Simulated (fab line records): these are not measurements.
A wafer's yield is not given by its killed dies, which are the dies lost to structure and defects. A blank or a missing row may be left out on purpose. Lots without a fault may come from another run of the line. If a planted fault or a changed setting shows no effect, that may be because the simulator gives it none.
Struck lot and sound lot, side by side | flow sky130 | 15 steps out of a route of 708
Sound: the wafers L503.1, L503.4, L503.5. Wafers L508.1, L508.2, L508.5 were the ones struck. The cause is given at the end.
Order at every step that has rows: each side's tool, ch and its chambers, its first start. Under that, the readings that differ: sound wafers | struck wafers | difference of the means | sigmas: that difference in standard deviations of wafers without a fault.
alike: same words and numbers on both sides, and readings whose means sit less than 2 such deviations apart. not compared: any withheld reading, any reading some wafer has no value for, any bound like >300 that may hide the same value, and any number with overlapping values for which the record gives no deviation.
A row with sigmas, a row that says differs or no value, or rows on one side alone: a step with any of these is where the two part. When numbers do not overlap yet have no deviation, they are printed without sigmas and do not part them. A reading missing from all wafers of one side parts the sides only when that side holds two or more wafers.

SKY_VT_ADJUST_HVTR_OVL_MEAS_08:
  sound on overlay-01, day 11 21:01; struck on overlay-02, day 13 11:38
  alike: VT_ADJUST_HVTR_OVL
following that, these wafers have no rows for 1 step: SKY_VT_ADJUST_HVTR_IMPLANT_09.
SKY_VT_ADJUST_HVTR_STRIP_10: strips in O2/N2.
  sound on plasma asher-01 ch 0,1, day 11 21:11; struck on plasma asher-01 ch 0,1, day 13 11:50
  alike: drypump motor current A, n2 flow sccm, oes product au, strip time to endpoint s
  not compared: rf hours counter h
SKY_VT_ADJUST_HVTR_TW_MEAS_11:
  sound on film metro-02, day 11 21:17; struck on film metro-03, day 13 11:56
  alike: VT_ADJUST_HVTR_TW
then, 7 steps without rows for these wafers: SKY_VT_ADJUST_PCH_DEHYDRATE_00 (time 60 s); SKY_VT_ADJUST_PCH_HMDS_01 (prime time 60 s); SKY_VT_ADJUST_PCH_COAT_02 (resist thk 3000 nm); SKY_VT_ADJUST_PCH_SOFTBAKE_03; SKY_VT_ADJUST_PCH_EXPOSE_04 (exposes mask NWM, target cd 840 nm); SKY_VT_ADJUST_PCH_PEB_05; SKY_VT_ADJUST_PCH_DEVELOP_06 (develop time 60 s).
SKY_VT_ADJUST_PCH_OVL_MEAS_07:
  sound on overlay-01, day 12 21:17; struck on overlay-02, day 14 14:04
  alike: VT_ADJUST_PCH_OVL
SKY_VT_ADJUST_PCH_IMPLANT_08:
  sound on implanter-02 ch 0, day 12 21:19; struck on implanter-03 ch 0, day 14 14:07
  reading                          | sound                      | struck                        | difference | sigmas
  beam on s (s)                    | 9.76 10.21 10.10           | 11.03 11.25 10.93             | +1.05      | +5
  end station pressure torr (Torr) | 4.89e-06 5.58e-06 5.18e-06 | 7.311e-05 7.116e-05 6.209e-05 | +6.357e-05 | +99 or more
  faraday current uA               | 2.88 2.77 2.79             | 2.49 2.42 2.50                | -0.34      | -6
  alike: beam energy keV
SKY_VT_ADJUST_PCH_STRIP_09: strips in O2/N2.
  sound on plasma asher-02 ch 0,1, day 12 21:28; struck on plasma asher-01 ch 0,1, day 14 14:16
  alike: drypump motor current A, n2 flow sccm, oes product au, strip time to endpoint s
  not compared: rf hours counter h
-- a jump in the record: the struck wafers' starts before and after are 34 days apart (it breaks off in module VT_ADJUST_PCH and resumes in module PAD_OPEN, where the first step shown is number 708 of the route) --
SKY_PAD_OPEN_PROBE_99:
  sound on prober-01, day 47 17:33; struck on prober-02, day 48 23:58
  reading                                  | sound                   | struck                 | difference | sigmas
  model.etest.pfet_16v.vt v (V)            | -1.104 -1.103 -1.118    | -1.069 -1.069 -1.068   | +0.040     |
  model.etest.pfet g5v0d10v5.vt long v (V) | -0.9315 -0.9305 -0.9432 | -0.903 -0.9008 -0.9019 | +0.033     |
  alike: killed_at_M0_to_M3, killed_at_M4_up, killed at contacts, killed at front end, killed at other, killed dies, killed open, killed short

== WHERE THEY PART ==
Only at SKY_VT_ADJUST_PCH_IMPLANT_08, within this record. Later steps at which nothing parts them and some readings are alike: SKY_VT_ADJUST_PCH_STRIP_09, SKY_PAD_OPEN_PROBE_99.

WHY: what had been put in by the simulator
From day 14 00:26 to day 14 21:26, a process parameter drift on implanter-03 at SKY_VT_ADJUST_PCH_IMPLANT_08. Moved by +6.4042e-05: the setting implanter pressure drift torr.
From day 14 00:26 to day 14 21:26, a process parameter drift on implanter-03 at SKY_VT_ADJUST_PCH_IMPLANT_08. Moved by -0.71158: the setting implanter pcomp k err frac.
